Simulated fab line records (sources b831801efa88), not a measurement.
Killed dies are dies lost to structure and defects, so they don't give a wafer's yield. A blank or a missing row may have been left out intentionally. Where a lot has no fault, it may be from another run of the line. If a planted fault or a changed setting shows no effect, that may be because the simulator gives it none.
fab line records	flow gf180mcu
[record] lots = 6	wafers = 18	last-day = 34
route steps=602 shown V5@549
lots with no fault: from the same line, run without faults
start-h: the number of hours between the record's first day and the start of the first shown wafer of the lot	wait-h: hours since the lot's step before	" the same as in the row above	L1.1+2: a single row standing in for several wafers	- no value, or no start given	* or withheld: withheld	< > ~ a bound
route shown NAME@n: NAME is a module with steps in the file, n the number in the route of the first one	usual: mean and standard deviation over wafers with no fault	same: alike in all rows	chamber/n: place in a boat	sites: each site's reading	_std_site: standard deviation of those values	_edge_site: outer sites' mean less inner sites'	radius-mm: for every site, how far away it sits from the centre of the wafer	mask NAME#n: copy n	behind: the tool/chamber that last shaped the wafer	hold: the reason the lot was held/the length of the hold in hours/how it ended	device: which transistor (n, p or np) failed to switch	end of line: the tests these same wafers got at the end of their route	a step given without rows: its recipe and nothing more	killed: dies that structure and defects cost at the first sort, which is not the same as the wafer's yield	map: dies across one wafer; x = killed, . = not, _ = none there
set.NAME: the setting that was run; set.NAME@STEP: the one run at that earlier step	model.NAME: the simulator's own value behind a step, which no gauge read
lots at some steps of the route; a table a step, a row a wafer
services: a tool's chamber out of use, with start hour (start-h, from the record's first day; less than 0 if before it), hours out, and reason
[[steps]]
[step GF_V5_COAT_09]
[recipe] resist = KrF	spin-rpm = withheld	resist-thk-nm = 1000
[step GF_V5_SOFTBAKE_10]
[recipe] temp-c = 130	time-s = 60	resist = KrF
[step GF_V5_EXPOSE_11]
[recipe] mask-id = Via5	target-cd-nm = 260	na = 0.68	source-shape = conventional	sigma-outer = 0.6	dose-mj = 38
[step GF_V5_PEB_12]
[recipe] peb-temp-c = 135	peb-time-s = 90	resist = KrF
[step GF_V5_DEVELOP_13]
[recipe] develop-time-s = 60	resist = KrF	dev-temp-c = 21
[step GF_V5_CD_MEAS_14]
[recipe] target-cd-nm = 260
[usual] cd-nm = 260.0/1.1
lot.wafer	tool	chamber	start-h	wait-h	cd-nm
L879.3	cd-sem-02	-	657.86	0.1	259.9
L879.5	"	-	"	"	260.3
L879.6	"	-	"	"	260.4
L880.2	cd-sem-01	-	668.08	0.1	260.3
L880.5	"	-	"	"	260.7
L880.6	"	-	"	"	260.7
L889.1	cd-sem-02	-	730.07	0.1	260.7
L889.2	"	-	"	"	260.8
L889.6	"	-	"	"	262.1
L890.1	cd-sem-02	-	742.06	0.1	258.6
L890.4	"	-	"	"	258.0
L890.5	"	-	"	"	259.0
L893.2	cd-sem-01	-	756.78	0.1	263.3
L893.4	"	-	"	"	261.0
L893.6	"	-	"	"	261.4
L898.2	cd-sem-01	-	781.73	0.1	259.8
L898.3	"	-	"	"	259.2
L898.4	"	-	"	"	259.4
[step GF_V5_OVL_MEAS_15]
[usual] V5_OVL = 3/4.7
lot.wafer	tool	chamber	start-h	wait-h	V5_OVL[nm]
L879.3	overlay-02	-	657.95	0.1	2
L879.5	"	-	"	"	1
L879.6	"	-	"	"	9
L880.2	overlay-02	-	668.19	0.1	-5
L880.5	"	-	"	"	4
L880.6	"	-	"	"	-3
L889.1	overlay-01	-	730.19	0.1	9
L889.2	"	-	"	"	13
L889.6	"	-	"	"	14
L890.1	overlay-02	-	742.18	0.1	4
L890.4	"	-	"	"	11
L890.5	"	-	"	"	15
L893.2	overlay-02	-	756.89	0.1	3
L893.4	"	-	"	"	6
L893.6	"	-	"	"	3
L898.2	overlay-01	-	781.84	0.1	-4
L898.3	"	-	"	"	4
L898.4	"	-	"	"	0
[step GF_V5_ETCH_16]
[recipe] chemistry = N2/H2	target-depth-a = withheld	overetch-a = withheld	time-s = withheld	target = BARC	ion-energy-ev = 200	source-w = 500	bias-w = 100	pressure-mtorr = 30	n2-flow-sccm = 100	h2-flow-sccm = 200
[usual] bias-w = 100.1/0.34	drypump-motor-current-A = 5.8/0.5	oes-product-au = 0.854/0.0044	throttle-valve-pct = 13.225/0.0087
lot.wafer	tool	chamber	start-h	wait-h	bias-w	drypump-motor-current-A	oes-product-au	throttle-valve-pct
L879.3	rie-diel-01	3	657.97	0.0	100.3	5.8	0.862	13.235
L879.5	"	0	"	"	100.8	6.4	0.863	13.225
L879.6	"	1	"	"	99.8	6.5	0.863	13.221
L880.2	rie-diel-02	3	668.22	0.0	100.2	5.4	0.858	13.212
L880.5	"	3	"	"	100.0	5.4	0.856	13.213
L880.6	"	0	"	"	99.8	6.3	0.853	13.208
L889.1	rie-diel-03	3	730.22	0.0	100.0	5.6	0.849	13.218
L889.2	"	1	"	"	100.3	5.5	0.853	13.230
L889.6	"	0	"	"	100.1	5.2	0.853	13.238
L890.1	rie-diel-02	3	742.22	0.0	100.4	5.4	0.853	13.218
L890.4	"	0	"	"	100.1	6.3	0.851	13.221
L890.5	"	2	"	"	100.2	5.0	0.850	13.222
L893.2	rie-diel-03	2	756.92	0.0	99.0	6.3	0.856	13.219
L893.4	"	3	"	"	100.1	5.6	0.854	13.227
L893.6	"	0	"	"	99.9	5.2	0.859	13.215
L898.2	rie-diel-02	0	781.87	0.0	99.7	6.3	0.861	13.209
L898.3	"	1	"	"	100.4	5.0	0.848	13.228
L898.4	"	3	"	"	100.0	5.4	0.860	13.222
[step GF_V5_ETCH_17]
[recipe] chemistry = C4F8/O2/Ar	mask-material = KrF	target = SiO2	stop-on = TiN	source-w = 1500	bias-w = 1200	pressure-mtorr = 40	c4f8-flow-sccm = withheld	O2_flow_sccm = 6	Ar_flow_sccm = 300	time-s = withheld	target-depth-a = 8550
[usual] bias-w = 1200/3.7	oes-product-au = 0.860/0.0048
lot.wafer	tool	chamber	start-h	wait-h	bias-w	oes-product-au
L879.3	rie-diel-01	3	-	-	1203	0.857
L879.5	"	0	"	"	1201	0.860
L879.6	"	1	"	"	1196	0.864
L880.2	rie-diel-02	3	-	-	1197	0.856
L880.5	"	3	"	"	1202	0.851
L880.6	"	0	"	"	1203	0.848
L889.1	rie-diel-03	3	-	-	1201	0.866
L889.2	"	1	"	"	1200	0.856
L889.6	"	0	"	"	1198	0.852
L890.1	rie-diel-02	3	-	-	1201	0.856
L890.4	"	0	"	"	1210	0.858
L890.5	"	2	"	"	1205	0.854
L893.2	rie-diel-03	2	-	-	1196	0.862
L893.4	"	3	"	"	1205	0.858
L893.6	"	0	"	"	1206	0.858
L898.2	rie-diel-02	0	-	-	1200	0.858
L898.3	"	1	"	"	1204	0.866
L898.4	"	3	"	"	1197	0.857
[step GF_V5_STRIP_18]
[recipe] chemistry = O2/N2	power-w = 1400	pressure-mtorr = 1500	platen-temp-c = 250	o2-flow-sccm = 3000	n2-flow-sccm = 300	overash-fraction = 0.5
[usual] drypump-motor-current-A = 5.91/0.27	heater-power-w = 356/25	oes-product-au = 0.570/0.0048
[same] overash-fraction = 0.5
lot.wafer	tool	chamber	start-h	wait-h	drypump-motor-current-A	heater-power-w	oes-product-au	rf-hours-counter-h
L879.3	plasma-asher-02	0	658.16	-	6.16	307	0.576	-
L879.5	"	1	"	"	5.62	378	0.571	-
L879.6	"	0	"	"	6.13	299	0.571	-
L880.2	plasma-asher-04	0	668.37	-	6.13	391	0.566	61
L880.5	"	1	"	"	5.59	371	0.566	-
L880.6	"	0	"	"	6.09	385	0.565	-
L889.1	plasma-asher-04	0	730.37	-	6.16	385	0.566	68
L889.2	"	1	"	"	5.58	364	0.577	68
L889.6	"	1	"	"	5.60	350	0.564	-
L890.1	plasma-asher-04	1	742.37	-	5.58	357	0.568	69
L890.4	"	1	"	"	5.56	361	0.571	-
L890.5	"	0	"	"	6.12	385	0.575	-
L893.2	plasma-asher-04	1	757.07	-	5.60	362	0.568	71
L893.4	"	0	"	"	6.15	387	0.563	-
L893.6	"	0	"	"	6.15	390	0.579	-
L898.2	plasma-asher-02	1	782.02	-	5.65	367	0.567	4
L898.3	"	0	"	"	6.13	306	0.567	-
L898.4	"	1	"	"	5.63	359	0.575	-
[step GF_V5_STRIP_19]
[recipe] chemistry = post-etch-residue-remover	time-s = 1200	temp-c = 72.5
[step GF_V5_CLEAN_20]
[recipe] chemistry = DIW	dry = n2-spin
[step GF_V5_SPUTTER_21]
[recipe] material = Ti	target-thk-nm = 15	chamber-pressure-pa = 5	power-w = 2500	substrate-temp-c = 200	time-s = 80.02
[usual] cathode-dc-power-W = 2500.0/0.5	throttle-valve-pct = 30.3/0.87
lot.wafer	tool	chamber	start-h	wait-h	cathode-dc-power-W	throttle-valve-pct	model.Ti_of_V5_SPUTTER_21.thk-nm
L879.3	pvd-sputter-03	-	658.70	0.0	2500.4	31.9	15.09
L879.5	"	-	"	"	2499.2	31.5	15.08
L879.6	"	-	"	"	2498.9	28.8	15.1
L880.2	pvd-sputter-02	-	668.91	0.0	2500.5	30.8	14.69
L880.5	"	-	"	"	2500.6	31.6	14.67
L880.6	"	-	"	"	2499.9	30.5	14.64
L889.1	pvd-sputter-03	-	730.91	0.0	2499.0	29.1	24.34
L889.2	"	-	"	"	2499.3	30.4	24.4
L889.6	"	-	"	"	2499.9	28.7	24.52
L890.1	pvd-sputter-03	-	742.94	0.0	2499.5	31.5	24.69
L890.4	"	-	"	"	2500.5	30.3	24.89
L890.5	"	-	"	"	2500.4	30.3	24.85
L893.2	pvd-sputter-01	-	757.60	0.0	2499.7	30.9	14.89
L893.4	"	-	"	"	2499.6	30.4	14.82
L893.6	"	-	"	"	2499.3	30.0	14.9
L898.2	pvd-sputter-02	-	782.57	0.0	2500.0	30.6	14.56
L898.3	"	-	"	"	2501.0	30.8	14.78
L898.4	"	-	"	"	2500.2	31.4	14.5
[step GF_V5_SPUTTER_22]
[recipe] material = TiN	target-thk-nm = 10	chamber-pressure-pa = 5	power-w = 4000	time-s = 40
[usual] cathode-dc-power-W = 4000.0/0.8	throttle-valve-pct = 30.3/0.89
lot.wafer	tool	chamber	start-h	wait-h	cathode-dc-power-W	throttle-valve-pct
L879.3	pvd-sputter-03	-	658.77	0.0	4000.7	31.8
L879.5	"	-	"	"	4000.3	31.7
L879.6	"	-	"	"	3999.3	28.9
L880.2	pvd-sputter-02	-	668.97	0.0	3999.6	30.3
L880.5	"	-	"	"	4000.2	31.1
L880.6	"	-	"	"	4000.6	30.5
L889.1	pvd-sputter-03	-	730.97	0.0	4000.9	28.8
L889.2	"	-	"	"	4001.0	30.1
L889.6	"	-	"	"	4000.3	28.9
L890.1	pvd-sputter-03	-	743.01	0.0	4000.5	31.6
L890.4	"	-	"	"	4000.7	30.6
L890.5	"	-	"	"	3999.4	30.4
L893.2	pvd-sputter-01	-	757.67	0.0	3999.1	31.5
L893.4	"	-	"	"	4000.7	30.1
L893.6	"	-	"	"	3999.6	30.1
L898.2	pvd-sputter-02	-	782.63	0.0	4000.1	30.6
L898.3	"	-	"	"	4001.0	30.8
L898.4	"	-	"	"	3999.8	31.4
[[services]]
tool	chamber	start-h	hours	kind
pvd-sputter-02	3	663.22	-	consumable-replace:kit
pvd-sputter-02	3	663.22	18.0	scheduled-down
pvd-sputter-02	3	663.22	18.0	vent-cycle
rie-diel-03	-	669.88	0.4	repair
rie-diel-03	1	675.54	14.9	repair
pvd-sputter-03	-	685.73	1.3	repair
rie-diel-03	3	687.83	8.4	repair
pvd-sputter-03	-	698.30	1.2	repair
rie-diel-02	1	727.40	-	clean
rie-diel-02	1	727.40	19.9	scheduled-down
rie-diel-02	1	727.40	19.9	vent-cycle
pvd-sputter-01	-	729.17	2.7	repair
rie-diel-03	-	730.85	1.1	repair
plasma-asher-02	-	733.75	9.0	pm
plasma-asher-02	0	733.75	9.0	vent-cycle
rie-diel-03	-	734.93	2.8	pm
pvd-sputter-03	1	757.34	-	consumable-replace:kit
pvd-sputter-03	1	757.34	18.0	scheduled-down
pvd-sputter-03	1	757.34	18.0	vent-cycle
rie-diel-02	0	761.73	-	clean
rie-diel-02	0	761.73	14.3	scheduled-down
rie-diel-02	0	761.73	14.3	vent-cycle
rie-diel-02	-	769.88	2.9	repair
plasma-asher-04	-	777.87	1.2	repair
[[key]]
first-sign none at tools or gauges
[model-effect] step = GF_V5_SPUTTER_21	value = Ti_of_V5_SPUTTER_21.thk-nm	without = 14.97	struck = 24.61
met-at GF_V5_SPUTTER_21
struck-wafers L889.1,L889.2,L889.6,L890.1,L890.4,L890.5
onset-between 658.70 730.91
[fault] kind = process-parameter-drift	tool = pvd-sputter-03	chamber = -	onset-h = 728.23	steps = GF_V5_SPUTTER_21	channel = target-thk-nm	offset = 9.6395	shape = step	end-h = 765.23	acts-in = these-recipes-only	stated = 15
